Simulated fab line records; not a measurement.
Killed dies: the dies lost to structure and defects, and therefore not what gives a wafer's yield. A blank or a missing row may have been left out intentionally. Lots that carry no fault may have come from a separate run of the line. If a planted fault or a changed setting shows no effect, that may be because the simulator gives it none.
Matching of chambers ; flow gf180mcu ; GF_STI_ETCH_14 on rie_si-01 has 4 sister chambers
The step etches Si in HBr/Cl2/O2, target depth 360 nm, time 102.9 s. 8 wafers are shown with their chamber, then 8 later ones without.

## WAFERS WITH THEIR CHAMBER
wafer;chamber;drypump_motor_current_A (A);oes_product_au (a.u.)
L114.4;2;6.5;0.996
L115.2;2;6.5;0.993
L118.4;3;4.8;1.011
L118.6;3;4.8;0.993
L120.2;1;6.3;1.011
L120.5;0;5.3;0.997
L120.6;1;6.3;1.020
L124.3;0;5.2;0.985

## WAFERS MISSING THEIR CHAMBER
wafer;drypump_motor_current_A (A);oes_product_au (a.u.)
L124.4;6.5;0.998
L124.5;6.3;1.011
L128.2;6.5;1.005
L128.5;6.5;0.998
L128.6;4.8;0.997
L135.1;5.2;0.985
L135.2;6.3;1.009
L135.6;6.5;0.991

## EACH ONE'S CHAMBER
wafer;from the rows above;in truth
L124.4;2;2
L124.5;1;1
L128.2;2;2
L128.5;2;2
L128.6;3;3
L135.1;0;0
L135.2;1;1
L135.6;2;2
Placed correctly: 8 of 8. Not placeable from these rows: 0. Wrongly placed: 0.
How it was worked out, from the rows above alone: a wafer's distance from a chamber is the root of the sum, over the readings, of the square of ((its reading less the chamber's mean) divided by the reading's scatter). If the next closest chamber is less than 2 further off than the closest, the wafer can't be placed; otherwise it belongs to the closest. Each chamber's mean is taken over the wafers shown for it. The scatter: take each reading less its chamber's mean, square it, sum over the shown wafers, divide by the number of wafers less the number of chambers, and take the root.
